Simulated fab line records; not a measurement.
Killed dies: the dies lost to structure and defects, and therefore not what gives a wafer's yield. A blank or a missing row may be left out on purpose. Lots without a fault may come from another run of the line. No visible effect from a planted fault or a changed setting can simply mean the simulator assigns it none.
Which of the tools did it? -- flow gf180mcu -- 14 lots with 42 wafers sampled at 5 steps, on a route of 602 steps

== WHAT EACH GAUGE READ, for each wafer ==
GF_NWELL_TW_MEAS_11. Usual: NWELL_TW gives 1574 (standard deviation 9.6).
lot,measured,on,NWELL_TW,flag
L344,day 3 06:46,film metro-02,1566 1571 1581,
L348,day 4 06:34,film metro-03,1576 1566 1567,
L349,day 4 10:56,film metro-03,1584 1566 1571,
L350,day 4 15:06,film metro-02,1566 1559 1564,
L352,day 5 02:29,film metro-03,1569 1578 1577,
L351,day 5 03:37,film metro-04,1590 1584 1578,
L355,day 6 11:07,film metro-02,1557 1564 1558,
L357,day 6 11:58,film metro-02,1565 1570 1562,
L361,day 7 07:46,film metro-04,1582 1587 1580,
L360,day 7 07:55,film metro-03,1581 1581 1574,
L363,day 7 22:07,film metro-04,1586 1585 1588,
L365,day 8 05:48,film metro-03,1574 1570 1579,
L366,day 8 08:46,film metro-04,1586 1584 1580,
L367,day 8 13:08,film metro-04,1587 1587 1580,

GF_VT_IMPLANT_OVL_MEAS_07. Usual: VT_IMPLANT_OVL gives 0.5 nm (standard deviation 1.4).
lot,measured,on,VT_IMPLANT_OVL (nm),flag
L344,day 5 11:32,overlay-02,0.2 0.7 -1.6,
L348,day 6 13:04,overlay-01,1.7 2.7 1.3,
L349,day 6 18:17,overlay-01,2.6 1.3 2.3,
L350,day 6 23:05,overlay-02,-2.4 -2.1 -2.2,
L352,day 7 11:53,overlay-02,2.4 2.4 2.3,
L351,day 7 14:23,overlay-01,0.0 0.4 -0.3,
L355,day 9 02:10,overlay-02,3.7 2.2 2.3,
L357,day 9 03:52,overlay-02,-0.1 -0.3 -1.1,
L361,day 10 03:20,overlay-02,-0.5 1.0 -0.3,
L360,day 10 03:31,overlay-01,-0.3 1.8 1.1,
L363,day 10 19:28,overlay-01,1.4 0.3 0.9,
L365,day 11 03:23,overlay-02,-1.7 -1.2 -2.1,
L366,day 11 07:37,overlay-02,0.2 0.7 0.9,
L367,day 11 11:52,overlay-02,0.7 1.2 1.1,

GF_VT_IMPLANT_TW_MEAS_21. Usual: VT_IMPLANT_2_TW gives 1210 (standard deviation 10).
lot,measured,on,VT_IMPLANT_2_TW,flag
L344,day 6 01:43,film metro-04,1218 1222 1213,
L348,day 7 03:51,film metro-04,1223 1219 1214,
L349,day 7 09:38,film metro-01,1245 1238 1249,OFF
L350,day 7 15:10,film metro-04,1264 1264 1265 1270 1266 1265,OFF
L352,day 8 04:46,film metro-01,1244 1251 1247 1248 1250 1247,OFF
L351,day 8 06:40,film metro-04,1226 1216 1223,
L355,day 9 19:55,film metro-03,1210 1212 1214,
L357,day 9 22:16,film metro-04,1207 1206 1208,
L361,day 10 21:13,film metro-01,1204 1205 1205,
L360,day 10 21:31,film metro-03,1223 1222 1217,
L363,day 11 13:34,film metro-03,1219 1220 1220,
L365,day 11 21:58,film metro-01,1188 1190 1194,
L366,day 12 02:10,film metro-04,1216 1215 1221,
L367,day 12 07:29,film metro-04,1212 1212 1218,

GF_HV_LDD_CD_MEAS_19: target cd 400 nm. Usual: cd nm 399.1 nm, standard deviation 2.2.
lot,measured,on,cd nm (nm),flag
L344,day 10 12:44,cd sem-01,399.1 397.7 399.3,
L348,day 11 21:20,cd sem-02,402.3 402.9 404.7,
L349,day 12 01:08,cd sem-02,398.2 399.1 397.8,
L350,day 12 12:35,cd sem-01,400.0 401.3 401.0,
L352,day 13 01:11,cd sem-01,399.0 399.4 401.3,
L351,day 13 04:39,cd sem-01,396.8 397.2 396.3,
L355,day 14 23:31,cd sem-02,402.0 400.3 401.4,
L357,day 15 01:34,cd sem-01,401.9 399.1 399.2,
L361,day 16 07:44,cd sem-02,398.8 398.5 398.7,
L360,day 16 08:50,cd sem-02,400.0 397.5 400.6,
L363,day 17 04:29,cd sem-01,399.5 399.0 399.4,
L365,day 17 11:32,cd sem-01,399.0 397.5 400.6,
L366,day 17 16:49,cd sem-01,399.8 401.2 401.5,
L367,day 18 00:25,cd sem-01,404.6 402.3 401.5,

== WHICH TOOL RAN EACH LOT (tool, then ch and the chambers of the sampled wafers, then the start) ==
lot,GF_VT_IMPLANT_IMPLANT_19
L344,"implanter-04 ch 0, day 6 01:28"
L348,"implanter-03 ch 0, day 7 03:36"
L349,"implanter-04 ch 0, day 7 09:25"
L350,"implanter-04 ch 0, day 7 14:55"
L352,"implanter-04 ch 0, day 8 04:32"
L351,"implanter-03 ch 0, day 8 06:26"
L355,"implanter-03 ch 0, day 9 19:40"
L357,"implanter-03 ch 0, day 9 22:01"
L361,"implanter-02 ch 0, day 10 20:59"
L360,"implanter-04 ch 0, day 10 21:16"
L363,"implanter-04 ch 0, day 11 13:19"
L365,"implanter-03 ch 0, day 11 21:43"
L366,"implanter-02 ch 0, day 12 01:56"
L367,"implanter-02 ch 0, day 12 07:16"
- GF_VT_IMPLANT_IMPLANT_19

== AS READ BY THE TOOLS THEMSELVES (means over the sampled wafers that have a number; for cases with no such wafer, the mark the record gives instead) ==
GF_VT_IMPLANT_IMPLANT_19. Usual: beam energy keV 100.00, standard deviation 0.032.
lot,tool,beam energy keV,flag
L344,implanter-04,100.00,
L348,implanter-03,99.99,
L349,implanter-04,114.68,OFF
L350,implanter-04,114.67,OFF
L352,implanter-04,114.69,OFF
L351,implanter-03,100.01,
L355,implanter-03,100.00,
L357,implanter-03,100.01,
L361,implanter-02,100.01,
L360,implanter-04,99.98,
L363,implanter-04,99.98,
L365,implanter-03,99.99,
L366,implanter-02,100.00,
L367,implanter-02,99.96,

== THE ANSWER, worked out from the rows above alone ==
Rule: lot off if the mean of its wafers having a number is beyond 3 standard deviations from the usual mean. Also off: a lot with no number at a reading for which 4 or more lots have one. Any other lot the step has rows for is counted as sound. Order of review: gauges by route order, followed by the tools' own readings, for which a lot's mean as printed above is used. At the first step where some lot is off, the reading lying furthest off is the one used; lots without a number count as furthest.
Off: at GF_VT_IMPLANT_TW_MEAS_21 (VT_IMPLANT_2_TW), L349, L350, L352.
If a tool, at a process step before that reading, ran all the lots that are off and no sound lot after the first of them, it fits. Not tried: the gauges at GF_VT_IMPLANT_TW_MEAS_21; whatever is off there is also off at GF_VT_IMPLANT_IMPLANT_19, on other tools, and gauge error can't account for it. None of those tried fits.

== WHAT THE SIMULATOR PUT IN ==
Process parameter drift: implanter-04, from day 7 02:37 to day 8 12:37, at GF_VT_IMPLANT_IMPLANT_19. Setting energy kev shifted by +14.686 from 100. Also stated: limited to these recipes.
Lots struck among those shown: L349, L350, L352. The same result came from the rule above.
